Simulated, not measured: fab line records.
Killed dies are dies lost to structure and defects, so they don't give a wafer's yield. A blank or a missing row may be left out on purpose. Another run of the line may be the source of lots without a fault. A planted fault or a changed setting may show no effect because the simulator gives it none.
Which tool did it? :: flow sky130 :: 72 wafers sampled from 24 lots at 1 step of a route of 708

## WHAT EACH GAUGE READ, for each wafer
SKY_RES_PROTECT_TW_MEAS_08.
lot: L074
measured: day 15 08:32
on: film-metro-02
POLY_GATE_TW: 4090 4099 4124

lot: L076
measured: day 16 04:09
on: film-metro-01
POLY_GATE_TW: 3944 3950 3940

lot: L075
measured: day 16 04:51
on: film-metro-01
POLY_GATE_TW: 3958 3953 3944

lot: L077
measured: day 16 16:12
on: film-metro-02
POLY_GATE_TW: 4050 4069 4081

lot: L078
measured: day 16 19:53
on: film-metro-02
POLY_GATE_TW: 4079 4080 4085

lot: L080
measured: day 17 02:04
on: film-metro-01
POLY_GATE_TW: 3953 3962 3957

lot: L079
measured: day 17 02:35
on: film-metro-04
POLY_GATE_TW: 3995 3991 3988

lot: L081
measured: day 17 20:16
on: film-metro-04
POLY_GATE_TW: 3983 3976 3995

lot: L083
measured: day 18 11:20
on: film-metro-01
POLY_GATE_TW: 3984 3991 3999

lot: L082
measured: day 18 11:55
on: film-metro-02
POLY_GATE_TW: 4054 4041 4038

lot: L084
measured: day 18 21:15
on: film-metro-02
POLY_GATE_TW: 4055 4033 4039

lot: L085
measured: day 19 15:47
on: film-metro-02
POLY_GATE_TW: 4117 4100 4126

lot: L086
measured: day 19 15:56
on: film-metro-01
POLY_GATE_TW: 3949 3981 3984

lot: L087
measured: day 20 02:11
on: film-metro-02
POLY_GATE_TW: 4053 4050 4082

lot: L088
measured: day 20 15:50
on: film-metro-02
POLY_GATE_TW: 4054 4075 4055

lot: L089
measured: day 21 02:47
on: film-metro-04
POLY_GATE_TW: 3976 3962 3987

lot: L090
measured: day 21 10:07
on: film-metro-02
POLY_GATE_TW: 4100 4084 4096

lot: L091
measured: day 21 10:14
on: film-metro-02
POLY_GATE_TW: 4096 4111 4083

lot: L092
measured: day 21 21:03
on: film-metro-01
POLY_GATE_TW: 3975 3990 4001

lot: L093
measured: day 22 06:41
on: film-metro-02
POLY_GATE_TW: 4116 4102 4098

lot: L094
measured: day 22 07:04
on: film-metro-04
POLY_GATE_TW: 3998 4011 3999

lot: L096
measured: day 24 15:07
on: film-metro-04
POLY_GATE_TW: 3992 3988 3974

lot: L097
measured: day 24 16:08
on: film-metro-01
POLY_GATE_TW: 3954 3965 3984

lot: L095
measured: day 24 18:02
on: film-metro-04
POLY_GATE_TW: 3984 3977 4013

## WHAT TOOL EACH LOT RAN ON (gives the tool, then ch and the chambers of the sampled wafers, and finally the start)
The record holds no process step before these readings.

## AS READ BY THE TOOLS THEMSELVES (means over the sampled wafers that have a number; for cases with no such wafer, the mark the record gives instead)
The record holds no such reading with a usual standard deviation.

## THE ANSWER, worked out from the rows above alone
Rule: usual is defined by the lots themselves. Put in order of their means at a reading, lots are off if they are a third of the lots or fewer, leave a main group of 4 or more, and stand apart from it by a gap of 3 or more times the standard deviation of the main group's means; of several such gaps the widest counts. If all means in a main group match to the digits the tables above print for the reading, that group is not used. A lot without any number at a reading at which 4 lots or more have one is off too. Where the step has rows for the other lots, those lots are counted as sound. The gauges are gone through in route order, then the tools' own readings, and for those a lot's mean is taken as printed above. The first step at which some lot is off is used, and at that step the reading that is off furthest; a lot without a number counts as furthest.
No lot is off on any of the readings shown, so nothing can be concluded from this.

## WHAT THE SIMULATOR PUT IN
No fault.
